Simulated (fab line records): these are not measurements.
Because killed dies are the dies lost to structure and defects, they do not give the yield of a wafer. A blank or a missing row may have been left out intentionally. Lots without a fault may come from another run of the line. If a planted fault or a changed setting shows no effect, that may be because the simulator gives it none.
Problem report, 8D (eight disciplines) form, completed by code -- flow sky130 -- the parts of the form that need people (team, actions taken, sign-off) are left out

## 1. THE PROBLEM
CAP2M_CVD_00_THK at SKY_CAP2M_THK_MEAS_01 reads a mean of 29.89 nm on 4 wafers of 3 lots; wafers without a fault read 15.54 nm with a standard deviation of 0.23. Measured from the usual mean, that is +62 standard deviations.
The first sign was on wafer L730.1 at day 43 02:41, on film metro-01. The record holds 34 wafers of 12 lots with a number at this step. The rule behind "out" and "out of limits": a value lying over 4 standard deviations away from the usual mean. All remaining wafers that have a number are taken as sound.

## 2. WHAT IT IS, WHAT IT ISN'T
question,is,is not
which readings at this step,CAP2M_CVD_00_THK,-
which lots,"L730, L732, L734","L721, L723, L725, L727, L728, L731, L739, L741, L744"
which wafers of those lots,"L730.1, L730.6, L732.6, L734.1","L730.5, L732.4, L734.2"
read on which gauges,"film metro-01, film metro-03",film metro-04
when,from day 43 02:41,"up to then (16 sound wafers); but 14 sound wafers of L731, L732, L734, L739, L741, L744 came after"

## 3. THE SUSPECTS, EACH WITH WHAT RULES IT OUT
Counting: if a tool at a process step up to the reading ran every lot that is out, it stays a suspect. Sound lots after the first of them don't rule it out here, since some wafers of a struck lot are sound.
- the gauge at SKY_CAP2M_THK_MEAS_01 is ruled out. Those wafers that are out were read across 2 gauges (film metro-01, film metro-03).
- pecvd-03 at SKY_CAP2M_CVD_00 (deposits SiO2, target thk 15.5 nm): kept. Ran every lot that is out, first one L730 (day 43 02:40); last sound lot up to then L728 (day 42 18:35).
The count leaves pecvd-03 at SKY_CAP2M_CVD_00.

## 4. THE CAUSE (what the simulator had put in)
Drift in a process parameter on pecvd-03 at SKY_CAP2M_CVD_00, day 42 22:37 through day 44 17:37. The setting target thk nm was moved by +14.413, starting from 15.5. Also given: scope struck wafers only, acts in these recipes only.
Only this tool survived the counting.

## 5. THE EFFECT CHAIN, in route order
Rows list readings where the struck wafers' mean (over those with a number) sits beyond 3 standard deviations from the usual. Scope: only readings with a usual standard deviation given in the record; hours: median across lots of the time from each lot's start at the first step in this table that gives one to its start at this step; sigmas: change in usual standard deviations.
hours,step,reading,usual,on struck wafers,change,sigmas
0,SKY_CAP2M_THK_MEAS_01,CAP2M_CVD_00_THK,15.54 nm,29.89,+14.35,+62
48,SKY_METAL4_ETCH_17,oes product au,0.755 a.u.,1.002,+0.247,+35
Here are the process steps it includes:
- SKY_METAL4_ETCH_17: etches SiO2 in C4F8/O2/Ar, stops on TiN, time 3.9 s, target depth 15 nm.

## 6. HOW IT WOULD HAVE BEEN CAUGHT EARLIER
4 hours passed between the start of the fault at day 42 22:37 and the first reading out of limits at a measuring or inspecting step in this record, taken at day 43 02:41.
An alarm limit of 4 standard deviations would not have fired on the tool readings at SKY_CAP2M_CVD_00 for which the record gives a usual standard deviation, since none of them was out on any struck wafer.
Lots out: 3; of these, L732, L734 started SKY_CAP2M_CVD_00 on pecvd-03 after day 43 02:41. A hold on the tool at that time would have spared those 2.
